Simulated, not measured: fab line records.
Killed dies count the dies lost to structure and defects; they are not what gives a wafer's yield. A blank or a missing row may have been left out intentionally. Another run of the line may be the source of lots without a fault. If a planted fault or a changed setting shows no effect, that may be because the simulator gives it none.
fab line records :: flow sky130
[record]
  lots = 6
  wafers = 18
  last_day = 50
route steps=708 shown VIA2@511
lots that met no fault: from a run of the same line without faults
start_h: the number of hours between the record's first day and the start of the first shown wafer of the lot :: wait_h: hours from the lot's prior step to this one :: " unchanged from the row above :: L1.1+2: several wafers, shown together as one row :: - no value, or no start was given :: * or withheld: withheld :: < > ~ a bound
route shown NAME@n: a module of which the file shows steps, and the number in the route of the first :: usual: mean and standard deviation over wafers with no fault :: same: alike in all rows :: chamber/n: place in a boat :: sites: readings site by site :: _std_site: standard deviation of those values :: _edge_site: outer sites' mean less inner sites' :: radius_mm: how far each site lies from the wafer's centre :: mask NAME#n: copy n :: behind: the last tool/chamber to shape the wafer :: hold: why the lot was held/for how many hours/how that ended :: device: whichever transistor did not switch (one of n, p or np) :: end of line: the same wafers' tests at the end of the route :: step lacking rows: just its recipe :: killed: dies that structure and defects cost at the first sort, which is not the same as the wafer's yield :: map: the dies of a wafer, with x for killed, . for not killed, _ for no die there
set.NAME: the setting the step ran with; set.NAME@STEP: the setting that earlier step ran with :: model.NAME: the simulator's own value behind a step, which no gauge read
certain route steps with their lots: each step a table, each wafer a row
services: from which hour (start_h, from the record's first day; less than 0 if before it) a tool's chamber was out of use, for how many hours, and why
[[steps]]
[step SKY_VIA2_DEHYDRATE_04]
[recipe]
  temp_c = 200
  time_s = 60
[step SKY_VIA2_HMDS_05]
[recipe]
  prime_time_s = 60
  prime_temp_c = 120
[step SKY_VIA2_COAT_06]
[recipe]
  resist = BARC
  temp_c = withheld
  time_s = withheld
  spin_rpm = 3000
  resist_thk_nm = 60
[step SKY_VIA2_COAT_07]
[recipe]
  resist = KrF-thick
  spin_rpm = 2957
  resist_thk_nm = 450
[step SKY_VIA2_SOFTBAKE_08]
[recipe]
  temp_c = 100
  time_s = 90
  resist = KrF-thick
[step SKY_VIA2_EXPOSE_09]
[recipe]
  mask_id = VIM2
  na = 0.8
  source_shape = annular
  sigma_inner = 0.55
  sigma_outer = 0.85
  target_cd_nm = 200
  dose_mj = 38
[step SKY_VIA2_PEB_10]
[recipe]
  peb_temp_c = withheld
  peb_time_s = withheld
  resist = KrF-thick
[step SKY_VIA2_DEVELOP_11]
[recipe]
  develop_time_s = 60
  resist = KrF-thick
  dev_temp_c = 21
[step SKY_VIA2_CD_MEAS_12]
[recipe]
  target_cd_nm = 200
[usual]
  cd_nm = 200.0/1.5
lot.wafer: L191.1
tool: cd_sem-02
chamber: -
start_h: 865.97
wait_h: -
cd_nm: 199.1

lot.wafer: L191.5
tool: cd_sem-02
chamber: -
start_h: 865.97
wait_h: -
cd_nm: 198.5

lot.wafer: L191.6
tool: cd_sem-02
chamber: -
start_h: 865.97
wait_h: -
cd_nm: 197.8

lot.wafer: L197.1
tool: cd_sem-01
chamber: -
start_h: 905.73
wait_h: -
cd_nm: 199.2

lot.wafer: L197.2
tool: cd_sem-01
chamber: -
start_h: 905.73
wait_h: -
cd_nm: 200.2

lot.wafer: L197.4
tool: cd_sem-01
chamber: -
start_h: 905.73
wait_h: -
cd_nm: 198.3

lot.wafer: L202.2
tool: cd_sem-01
chamber: -
start_h: 948.72
wait_h: -
cd_nm: 197.5

lot.wafer: L202.4
tool: cd_sem-01
chamber: -
start_h: 948.72
wait_h: -
cd_nm: 198.4

lot.wafer: L202.6
tool: cd_sem-01
chamber: -
start_h: 948.72
wait_h: -
cd_nm: 199.5

lot.wafer: L203.2
tool: cd_sem-01
chamber: -
start_h: 951.35
wait_h: -
cd_nm: 201.1

lot.wafer: L203.4
tool: cd_sem-01
chamber: -
start_h: 951.35
wait_h: -
cd_nm: 200.3

lot.wafer: L203.5
tool: cd_sem-01
chamber: -
start_h: 951.35
wait_h: -
cd_nm: 200.4

lot.wafer: L210.2
tool: cd_sem-01
chamber: -
start_h: 998.64
wait_h: -
cd_nm: 200.4

lot.wafer: L210.4
tool: cd_sem-01
chamber: -
start_h: 998.64
wait_h: -
cd_nm: 200.1

lot.wafer: L210.5
tool: cd_sem-01
chamber: -
start_h: 998.64
wait_h: -
cd_nm: 199.8

lot.wafer: L212.3
tool: cd_sem-02
chamber: -
start_h: 1011.21
wait_h: -
cd_nm: 199.0

lot.wafer: L212.4
tool: cd_sem-02
chamber: -
start_h: 1011.21
wait_h: -
cd_nm: 201.8

lot.wafer: L212.5
tool: cd_sem-02
chamber: -
start_h: 1011.21
wait_h: -
cd_nm: 199.3
[step SKY_VIA2_OVL_MEAS_13]
[usual]
  VIA2_OVL = 1/4.7
lot.wafer: L191.1
tool: overlay-01
chamber: -
start_h: 866.09
wait_h: 0.1
VIA2_OVL[nm]: 6

lot.wafer: L191.5
tool: overlay-01
chamber: -
start_h: 866.09
wait_h: 0.1
VIA2_OVL[nm]: 7

lot.wafer: L191.6
tool: overlay-01
chamber: -
start_h: 866.09
wait_h: 0.1
VIA2_OVL[nm]: 4

lot.wafer: L197.1
tool: overlay-02
chamber: -
start_h: 905.85
wait_h: 0.1
VIA2_OVL[nm]: -5

lot.wafer: L197.2
tool: overlay-02
chamber: -
start_h: 905.85
wait_h: 0.1
VIA2_OVL[nm]: 0

lot.wafer: L197.4
tool: overlay-02
chamber: -
start_h: 905.85
wait_h: 0.1
VIA2_OVL[nm]: -2

lot.wafer: L202.2
tool: overlay-01
chamber: -
start_h: 948.83
wait_h: 0.1
VIA2_OVL[nm]: 0

lot.wafer: L202.4
tool: overlay-01
chamber: -
start_h: 948.83
wait_h: 0.1
VIA2_OVL[nm]: 0

lot.wafer: L202.6
tool: overlay-01
chamber: -
start_h: 948.83
wait_h: 0.1
VIA2_OVL[nm]: 3

lot.wafer: L203.2
tool: overlay-02
chamber: -
start_h: 951.46
wait_h: 0.1
VIA2_OVL[nm]: 7

lot.wafer: L203.4
tool: overlay-02
chamber: -
start_h: 951.46
wait_h: 0.1
VIA2_OVL[nm]: 1

lot.wafer: L203.5
tool: overlay-02
chamber: -
start_h: 951.46
wait_h: 0.1
VIA2_OVL[nm]: -1

lot.wafer: L210.2
tool: overlay-02
chamber: -
start_h: 998.75
wait_h: 0.1
VIA2_OVL[nm]: 2

lot.wafer: L210.4
tool: overlay-02
chamber: -
start_h: 998.75
wait_h: 0.1
VIA2_OVL[nm]: 3

lot.wafer: L210.5
tool: overlay-02
chamber: -
start_h: 998.75
wait_h: 0.1
VIA2_OVL[nm]: 6

lot.wafer: L212.3
tool: overlay-01
chamber: -
start_h: 1011.30
wait_h: 0.1
VIA2_OVL[nm]: -2

lot.wafer: L212.4
tool: overlay-01
chamber: -
start_h: 1011.30
wait_h: 0.1
VIA2_OVL[nm]: -2

lot.wafer: L212.5
tool: overlay-01
chamber: -
start_h: 1011.30
wait_h: 0.1
VIA2_OVL[nm]: 1
[step SKY_VIA2_ETCH_14]
[recipe]
  chemistry = N2/H2
  target = BARC
  ion_energy_ev = 200
  source_w = 500
  bias_w = 100
  pressure_mtorr = 30
  n2_flow_sccm = 100
  h2_flow_sccm = 200
  stop_on = SiO2
  time_s = 45.9
  target_depth_a = 600
[usual]
  drypump_motor_current_A = 5.99/0.29
  oes_product_au = 0.855/0.0049
  throttle_valve_pct = 13.225/0.0096
[same]
  time_s = 45.9
lot.wafer: L191.1
tool: rie_diel-03
chamber: 0
start_h: 866.12
wait_h: 0.0
drypump_motor_current_A: 6.15
oes_product_au: 0.852
rf_hours_counter_h: 7
throttle_valve_pct: 13.225

lot.wafer: L191.5
tool: rie_diel-03
chamber: 1
start_h: 866.12
wait_h: 0.0
drypump_motor_current_A: 5.67
oes_product_au: 0.852
rf_hours_counter_h: -
throttle_valve_pct: 13.221

lot.wafer: L191.6
tool: rie_diel-03
chamber: 0
start_h: 866.12
wait_h: 0.0
drypump_motor_current_A: 6.19
oes_product_au: 0.865
rf_hours_counter_h: -
throttle_valve_pct: 13.214

lot.wafer: L197.1
tool: rie_diel-02
chamber: 3
start_h: 905.89
wait_h: 0.0
drypump_motor_current_A: 6.18
oes_product_au: 0.844
rf_hours_counter_h: 19
throttle_valve_pct: 13.216

lot.wafer: L197.2
tool: rie_diel-02
chamber: 0
start_h: 905.89
wait_h: 0.0
drypump_motor_current_A: 5.88
oes_product_au: 0.850
rf_hours_counter_h: 9
throttle_valve_pct: 13.232

lot.wafer: L197.4
tool: rie_diel-02
chamber: 2
start_h: 905.89
wait_h: 0.0
drypump_motor_current_A: 6.27
oes_product_au: 0.854
rf_hours_counter_h: 8
throttle_valve_pct: 13.234

lot.wafer: L202.2
tool: rie_diel-02
chamber: 0
start_h: 948.86
wait_h: 0.0
drypump_motor_current_A: 5.87
oes_product_au: 0.855
rf_hours_counter_h: 11
throttle_valve_pct: 13.233

lot.wafer: L202.4
tool: rie_diel-02
chamber: 2
start_h: 948.86
wait_h: 0.0
drypump_motor_current_A: 6.27
oes_product_au: 0.850
rf_hours_counter_h: 10
throttle_valve_pct: 13.224

lot.wafer: L202.6
tool: rie_diel-02
chamber: 3
start_h: 948.86
wait_h: 0.0
drypump_motor_current_A: 6.20
oes_product_au: 0.850
rf_hours_counter_h: -
throttle_valve_pct: 13.212

lot.wafer: L203.2
tool: rie_diel-04
chamber: 3
start_h: 951.49
wait_h: 0.0
drypump_motor_current_A: 6.10
oes_product_au: 0.854
rf_hours_counter_h: 27
throttle_valve_pct: 13.234

lot.wafer: L203.4
tool: rie_diel-04
chamber: 0
start_h: 951.49
wait_h: 0.0
drypump_motor_current_A: 5.45
oes_product_au: 0.850
rf_hours_counter_h: 15
throttle_valve_pct: 13.234

lot.wafer: L203.5
tool: rie_diel-04
chamber: 1
start_h: 951.49
wait_h: 0.0
drypump_motor_current_A: 6.35
oes_product_au: 0.867
rf_hours_counter_h: -
throttle_valve_pct: 13.209

lot.wafer: L210.2
tool: rie_diel-04
chamber: 2
start_h: 998.78
wait_h: 0.0
drypump_motor_current_A: 6.25
oes_product_au: 0.851
rf_hours_counter_h: 9
throttle_valve_pct: 13.217

lot.wafer: L210.4
tool: rie_diel-04
chamber: 0
start_h: 998.78
wait_h: 0.0
drypump_motor_current_A: 5.41
oes_product_au: 0.854
rf_hours_counter_h: 16
throttle_valve_pct: 13.221

lot.wafer: L210.5
tool: rie_diel-04
chamber: 0
start_h: 998.78
wait_h: 0.0
drypump_motor_current_A: 5.44
oes_product_au: 0.865
rf_hours_counter_h: -
throttle_valve_pct: 13.232

lot.wafer: L212.3
tool: rie_diel-02
chamber: 2
start_h: 1011.33
wait_h: 0.0
drypump_motor_current_A: 6.27
oes_product_au: 0.849
rf_hours_counter_h: 12
throttle_valve_pct: 13.218

lot.wafer: L212.4
tool: rie_diel-02
chamber: 2
start_h: 1011.33
wait_h: 0.0
drypump_motor_current_A: 6.27
oes_product_au: 0.853
rf_hours_counter_h: -
throttle_valve_pct: 13.238

lot.wafer: L212.5
tool: rie_diel-02
chamber: 3
start_h: 1011.33
wait_h: 0.0
drypump_motor_current_A: 6.20
oes_product_au: 0.855
rf_hours_counter_h: -
throttle_valve_pct: 13.246
[step SKY_VIA2_ETCH_15]
[recipe]
  target = SiO2
  chemistry = C4F8/O2/Ar
  target_depth_nm = 546
  stop_on = TiN
  mask_material = KrF-thick
  source_w = 1500
  bias_w = 1200
  pressure_mtorr = 40
  c4f8_flow_sccm = withheld
  O2_flow_sccm = 6
  Ar_flow_sccm = 300
  time_s = 84
[usual]
  oes_product_au = 0.939/0.005
[same]
  time_s = 84
lot.wafer: L191.1
tool: rie_diel-03
chamber: 0
start_h: 866.17
wait_h: 0.0
oes_product_au: 0.937
rf_hours_counter_h: 7

lot.wafer: L191.5
tool: rie_diel-03
chamber: 1
start_h: 866.17
wait_h: 0.0
oes_product_au: 0.941
rf_hours_counter_h: -

lot.wafer: L191.6
tool: rie_diel-03
chamber: 0
start_h: 866.17
wait_h: 0.0
oes_product_au: 0.945
rf_hours_counter_h: -

lot.wafer: L197.1
tool: rie_diel-02
chamber: 3
start_h: 905.93
wait_h: 0.0
oes_product_au: 0.943
rf_hours_counter_h: 19

lot.wafer: L197.2
tool: rie_diel-02
chamber: 0
start_h: 905.93
wait_h: 0.0
oes_product_au: 0.949
rf_hours_counter_h: 9

lot.wafer: L197.4
tool: rie_diel-02
chamber: 2
start_h: 905.93
wait_h: 0.0
oes_product_au: 0.938
rf_hours_counter_h: 8

lot.wafer: L202.2
tool: rie_diel-02
chamber: 0
start_h: 948.90
wait_h: 0.0
oes_product_au: 0.944
rf_hours_counter_h: 11

lot.wafer: L202.4
tool: rie_diel-02
chamber: 2
start_h: 948.90
wait_h: 0.0
oes_product_au: 0.930
rf_hours_counter_h: 10

lot.wafer: L202.6
tool: rie_diel-02
chamber: 3
start_h: 948.90
wait_h: 0.0
oes_product_au: 0.941
rf_hours_counter_h: -

lot.wafer: L203.2
tool: rie_diel-04
chamber: 3
start_h: 951.53
wait_h: 0.0
oes_product_au: 0.943
rf_hours_counter_h: 27

lot.wafer: L203.4
tool: rie_diel-04
chamber: 0
start_h: 951.53
wait_h: 0.0
oes_product_au: 0.931
rf_hours_counter_h: 15

lot.wafer: L203.5
tool: rie_diel-04
chamber: 1
start_h: 951.53
wait_h: 0.0
oes_product_au: 0.938
rf_hours_counter_h: -

lot.wafer: L210.2
tool: rie_diel-04
chamber: 2
start_h: 998.82
wait_h: 0.0
oes_product_au: 0.931
rf_hours_counter_h: 10

lot.wafer: L210.4
tool: rie_diel-04
chamber: 0
start_h: 998.82
wait_h: 0.0
oes_product_au: 0.942
rf_hours_counter_h: 16

lot.wafer: L210.5
tool: rie_diel-04
chamber: 0
start_h: 998.82
wait_h: 0.0
oes_product_au: 0.942
rf_hours_counter_h: -

lot.wafer: L212.3
tool: rie_diel-02
chamber: 2
start_h: 1011.37
wait_h: 0.0
oes_product_au: 0.938
rf_hours_counter_h: 12

lot.wafer: L212.4
tool: rie_diel-02
chamber: 2
start_h: 1011.37
wait_h: 0.0
oes_product_au: 0.938
rf_hours_counter_h: -

lot.wafer: L212.5
tool: rie_diel-02
chamber: 3
start_h: 1011.37
wait_h: 0.0
oes_product_au: 0.946
rf_hours_counter_h: -
[step SKY_VIA2_STRIP_16]
[recipe]
  chemistry = O2/N2
  power_w = 1400
  pressure_mtorr = 1500
  platen_temp_c = withheld
  o2_flow_sccm = 3000
  n2_flow_sccm = 300
  overash_fraction = 0.5
[usual]
  chamber_pressure_mTorr = 1500.1/1.4
  drypump_motor_current_A = 5.4/0.54
  oes_product_au = 0.401/0.0051
  strip_time_to_endpoint_s = 4.089/0.028
lot.wafer: L191.1
tool: plasma_asher-04
chamber: 0
start_h: 866.23
wait_h: 0.0
chamber_pressure_mTorr: 1498.1
drypump_motor_current_A: 5.4
oes_product_au: 0.406
rf_hours_counter_h: 74
strip_time_to_endpoint_s: 4.114
model.KrF-thick_of_VIA2_COAT_07.thk_nm: 0

lot.wafer: L191.5
tool: plasma_asher-04
chamber: 1
start_h: 866.23
wait_h: 0.0
chamber_pressure_mTorr: 1499.7
drypump_motor_current_A: 5.0
oes_product_au: 0.404
rf_hours_counter_h: -
strip_time_to_endpoint_s: 4.129
model.KrF-thick_of_VIA2_COAT_07.thk_nm: 0

lot.wafer: L191.6
tool: plasma_asher-04
chamber: 0
start_h: 866.23
wait_h: 0.0
chamber_pressure_mTorr: 1500.3
drypump_motor_current_A: 5.5
oes_product_au: 0.402
rf_hours_counter_h: -
strip_time_to_endpoint_s: 4.088
model.KrF-thick_of_VIA2_COAT_07.thk_nm: 0

lot.wafer: L197.1
tool: plasma_asher-02
chamber: 1
start_h: 905.99
wait_h: 0.0
chamber_pressure_mTorr: 1499.4
drypump_motor_current_A: 5.0
oes_product_au: 0.402
rf_hours_counter_h: 111
strip_time_to_endpoint_s: 4.105
model.KrF-thick_of_VIA2_COAT_07.thk_nm: 0

lot.wafer: L197.2
tool: plasma_asher-02
chamber: 0
start_h: 905.99
wait_h: 0.0
chamber_pressure_mTorr: 1498.9
drypump_motor_current_A: 4.8
oes_product_au: 0.403
rf_hours_counter_h: 111
strip_time_to_endpoint_s: 4.079
model.KrF-thick_of_VIA2_COAT_07.thk_nm: 0

lot.wafer: L197.4
tool: plasma_asher-02
chamber: 1
start_h: 905.99
wait_h: 0.0
chamber_pressure_mTorr: 1502.2
drypump_motor_current_A: 5.0
oes_product_au: 0.400
rf_hours_counter_h: -
strip_time_to_endpoint_s: 4.114
model.KrF-thick_of_VIA2_COAT_07.thk_nm: 0

lot.wafer: L202.2
tool: plasma_asher-02
chamber: 0
start_h: 948.97
wait_h: 0.0
chamber_pressure_mTorr: -
drypump_motor_current_A: -
oes_product_au: -
rf_hours_counter_h: -
strip_time_to_endpoint_s: -
model.KrF-thick_of_VIA2_COAT_07.thk_nm: 285.6

lot.wafer: L202.4
tool: plasma_asher-02
chamber: 0
start_h: 948.97
wait_h: 0.0
chamber_pressure_mTorr: -
drypump_motor_current_A: -
oes_product_au: -
rf_hours_counter_h: -
strip_time_to_endpoint_s: -
model.KrF-thick_of_VIA2_COAT_07.thk_nm: 288.7

lot.wafer: L202.6
tool: plasma_asher-02
chamber: 0
start_h: 948.97
wait_h: 0.0
chamber_pressure_mTorr: -
drypump_motor_current_A: -
oes_product_au: -
rf_hours_counter_h: -
strip_time_to_endpoint_s: -
model.KrF-thick_of_VIA2_COAT_07.thk_nm: 287.9

lot.wafer: L203.2
tool: plasma_asher-02
chamber: 1
start_h: 951.59
wait_h: 0.0
chamber_pressure_mTorr: -
drypump_motor_current_A: -
oes_product_au: -
rf_hours_counter_h: -
strip_time_to_endpoint_s: -
model.KrF-thick_of_VIA2_COAT_07.thk_nm: 288.1

lot.wafer: L203.4
tool: plasma_asher-02
chamber: 1
start_h: 951.59
wait_h: 0.0
chamber_pressure_mTorr: -
drypump_motor_current_A: -
oes_product_au: -
rf_hours_counter_h: -
strip_time_to_endpoint_s: -
model.KrF-thick_of_VIA2_COAT_07.thk_nm: 287.4

lot.wafer: L203.5
tool: plasma_asher-02
chamber: 0
start_h: 951.59
wait_h: 0.0
chamber_pressure_mTorr: -
drypump_motor_current_A: -
oes_product_au: -
rf_hours_counter_h: -
strip_time_to_endpoint_s: -
model.KrF-thick_of_VIA2_COAT_07.thk_nm: 291.3

lot.wafer: L210.2
tool: plasma_asher-01
chamber: 1
start_h: 998.89
wait_h: 0.0
chamber_pressure_mTorr: 1501.2
drypump_motor_current_A: 6.1
oes_product_au: 0.397
rf_hours_counter_h: 24
strip_time_to_endpoint_s: 4.033
model.KrF-thick_of_VIA2_COAT_07.thk_nm: 0

lot.wafer: L210.4
tool: plasma_asher-01
chamber: 0
start_h: 998.89
wait_h: 0.0
chamber_pressure_mTorr: 1502.3
drypump_motor_current_A: 6.2
oes_product_au: 0.410
rf_hours_counter_h: -
strip_time_to_endpoint_s: 4.104
model.KrF-thick_of_VIA2_COAT_07.thk_nm: 0

lot.wafer: L210.5
tool: plasma_asher-01
chamber: 1
start_h: 998.89
wait_h: 0.0
chamber_pressure_mTorr: 1497.2
drypump_motor_current_A: 6.0
oes_product_au: 0.403
rf_hours_counter_h: -
strip_time_to_endpoint_s: 4.107
model.KrF-thick_of_VIA2_COAT_07.thk_nm: 0

lot.wafer: L212.3
tool: plasma_asher-04
chamber: 0
start_h: 1011.46
wait_h: 0.1
chamber_pressure_mTorr: 1499.1
drypump_motor_current_A: 5.5
oes_product_au: 0.398
rf_hours_counter_h: -
strip_time_to_endpoint_s: 4.061
model.KrF-thick_of_VIA2_COAT_07.thk_nm: 0

lot.wafer: L212.4
tool: plasma_asher-04
chamber: 1
start_h: 1011.46
wait_h: 0.1
chamber_pressure_mTorr: 1498.4
drypump_motor_current_A: 5.0
oes_product_au: 0.393
rf_hours_counter_h: -
strip_time_to_endpoint_s: 4.082
model.KrF-thick_of_VIA2_COAT_07.thk_nm: 0

lot.wafer: L212.5
tool: plasma_asher-04
chamber: 1
start_h: 1011.46
wait_h: 0.1
chamber_pressure_mTorr: 1503.0
drypump_motor_current_A: 5.0
oes_product_au: 0.407
rf_hours_counter_h: -
strip_time_to_endpoint_s: 4.085
model.KrF-thick_of_VIA2_COAT_07.thk_nm: 0
[step SKY_VIA2_STRIP_17]
[recipe]
  chemistry = post_etch_residue_remover
  time_s = 1200
  temp_c = 72.5
[[services]]
tool: rie_diel-02
chamber: 0
start_h: 849.59
hours: 16.8
kind: repair

tool: rie_diel-03
chamber: 0
start_h: 859.60
hours: 1.9
kind: repair

tool: plasma_asher-01
chamber: -
start_h: 867.15
hours: 0.5
kind: repair

tool: rie_diel-02
chamber: 2
start_h: 885.00
hours: 10.0
kind: repair

tool: plasma_asher-02
chamber: -
start_h: 910.57
hours: 7.0
kind: repair

tool: rie_diel-03
chamber: -
start_h: 935.37
hours: 1.6
kind: repair

tool: plasma_asher-02
chamber: -
start_h: 939.75
hours: 2.7
kind: repair

tool: rie_diel-03
chamber: 3
start_h: 941.43
hours: 15.1
kind: repair

tool: rie_diel-04
chamber: -
start_h: 942.14
hours: 4.3
kind: pm

tool: rie_diel-03
chamber: 2
start_h: 956.50
hours: -
kind: clean

tool: rie_diel-03
chamber: 2
start_h: 956.50
hours: 17.4
kind: scheduled_down

tool: rie_diel-03
chamber: 2
start_h: 956.50
hours: 17.4
kind: vent_cycle

tool: plasma_asher-01
chamber: -
start_h: 980.47
hours: 10.6
kind: repair

tool: rie_diel-03
chamber: 1
start_h: 982.78
hours: 8.7
kind: repair

tool: plasma_asher-02
chamber: -
start_h: 994.81
hours: 2.2
kind: repair

tool: rie_diel-02
chamber: 1
start_h: 1001.42
hours: 42.4
kind: repair

tool: rie_diel-02
chamber: -
start_h: 1003.77
hours: 1.2
kind: repair
[[key]]
[first_sign]
  step = SKY_VIA2_STRIP_16
  reading = tool_record
  direction = missing
effect none on later readings
[model_effect]
  step = SKY_VIA2_STRIP_16
  value = KrF-thick_of_VIA2_COAT_07.thk_nm
  without = 0
  struck = 288.1
met_at SKY_VIA2_STRIP_16
struck_wafers L202.2,L202.4,L202.6,L203.2,L203.4,L203.5
later_rows_left_out L202.2,L202.4,L202.6,L203.2,L203.4,L203.5
sort_left_out L202.2,L202.4,L202.6,L203.2,L203.4,L203.5
onset_between 905.99 948.97
[fault]
  kind = skipped_step_whole
  tool = plasma_asher-02
  chamber = -
  onset_h = 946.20
  steps = SKY_VIA2_STRIP_16
  scope = struck_lots_only
// sort_left_out: the simulated sort isn't trusted on such a fault, so these wafers' sort isn't shown, and their yield isn't known
// later_rows_left_out: the simulator's readings of these wafers behind a module that went badly wrong aren't trusted and aren't shown, but for the sort
